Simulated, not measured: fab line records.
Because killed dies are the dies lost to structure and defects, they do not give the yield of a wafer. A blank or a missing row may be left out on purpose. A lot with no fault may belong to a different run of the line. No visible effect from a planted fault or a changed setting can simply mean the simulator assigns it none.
A lot that was struck, set against a sound lot -- flow sky130 -- 18 out of 708 route steps
Sound: wafers L351.2, L351.4, L351.5. Wafers L350.1, L350.4, L350.5 were the ones struck. Last of all comes the cause.
For every step that has rows: the tool of each side, followed by ch and its chambers, followed by its first start. Under that, the readings that differ: sound wafers -- struck wafers -- difference of the means -- sigmas: that difference in standard deviations of wafers without a fault.
alike: a reading whose means differ by less than 2 such deviations, as well as words and numbers matching on both sides. not compared: withheld readings; readings where some wafer has no value; bounds like >300 that might hide an equal value; numbers whose values overlap and for which the record gives no deviation.
The two part at a step that has a row with sigmas, a row that says differs or no value, or rows on one side only. When numbers do not overlap yet have no deviation, they are printed without sigmas and do not part them. A reading that every wafer of one side lacks parts them only if that side has two wafers or more.

first, 2 steps without rows for these wafers: SKY_GATE_OXIDE_CLEAN_00 (cleans in SC1/SC2, time 150 s); SKY_GATE_OXIDE_OXIDATION_01 (stabilise 600 s, purge 300 s, target thk 10.268 nm).
SKY_GATE_OXIDE_THK_MEAS_02:
  struck on film metro-03, day 16 19:07; sound on film metro-04, day 17 07:10
  alike: GATE_OXIDE_OXIDATION_00_THK
then, 7 steps without rows for these wafers: SKY_GATE_OXIDE_DEHYDRATE_03 (time 60 s); SKY_GATE_OXIDE_HMDS_04 (prime time 60 s); SKY_GATE_OXIDE_COAT_05 (resist thk 1140 nm); SKY_GATE_OXIDE_SOFTBAKE_06 (time 60 s); SKY_GATE_OXIDE_EXPOSE_07 (exposes mask LVOM, target cd 600 nm); SKY_GATE_OXIDE_PEB_08; SKY_GATE_OXIDE_DEVELOP_09 (develop time 60 s).
SKY_GATE_OXIDE_OVL_MEAS_10:
  struck on overlay-02, day 17 23:53; sound on overlay-02, day 18 12:13
  alike: GATE_OXIDE_OVL
then, 1 step without rows for these wafers: SKY_GATE_OXIDE_IMPLANT_11.
SKY_GATE_OXIDE_WET_ETCH_12: etches SiO2 in dHF, target depth 16.8 nm, time 336 s.
  sound on wet bench-03 ch 2, day 18 12:23; struck on wet bench-01 ch 0, day 18 00:05
reading,sound,struck,difference,sigmas
run length s (s),360 360 360,207 207 207,-153,-38
model.SiO2_of_FIELD_ISO_CVD_24.thk nm (nm),363.9 363.5 363.9,373.9 373.2 373.3,+9.7,
SKY_GATE_OXIDE_STRIP_13: strips in O2/N2.
  sound on plasma asher-02 ch 1, day 18 12:29; struck on plasma asher-04 ch 0,1, day 18 00:11
  alike: drypump motor current A, oes product au, strip time to endpoint s
  not compared: rf hours counter h
SKY_GATE_OXIDE_TW_MEAS_14:
  struck on film metro-01, day 18 00:17; sound on film metro-03, day 18 12:36
  alike: GATE_OXIDE_TW
SKY_GATE_OXIDE_CLEAN_15: cleans in SC1/SC2, time 150 s.
  sound on wet bench-03 ch 1, day 18 12:39; struck on wet bench-02 ch 1, day 18 00:21
reading,sound,struck,difference,sigmas
model.SiO2_of_FIELD_ISO_CVD_24.thk nm (nm),363.2 362.8 363.3,373.2 372.5 372.7,+9.7,
then, 1 step without rows for these wafers: SKY_GATE_OXIDE_OXIDATION_16 (stabilise 600 s, purge 300 s, target thk 3.57 nm).
-- record jumps: 31 days separate the struck wafers' starts on either side; left off in module GATE_OXIDE, taken up again in module PAD_OPEN, whose first shown step is the route's number 708 --
SKY_PAD_OPEN_PROBE_99:
  the record has rows for the struck wafers here (prober-02, day 48 18:42) and none for the sound ones

## WHERE THEY PART
Earliest at SKY_GATE_OXIDE_WET_ETCH_12; latest, in this record, at SKY_PAD_OPEN_PROBE_99.

WHY: whatever the simulator had introduced
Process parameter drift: wet bench-01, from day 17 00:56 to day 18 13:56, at SKY_GATE_OXIDE_WET_ETCH_12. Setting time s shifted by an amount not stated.
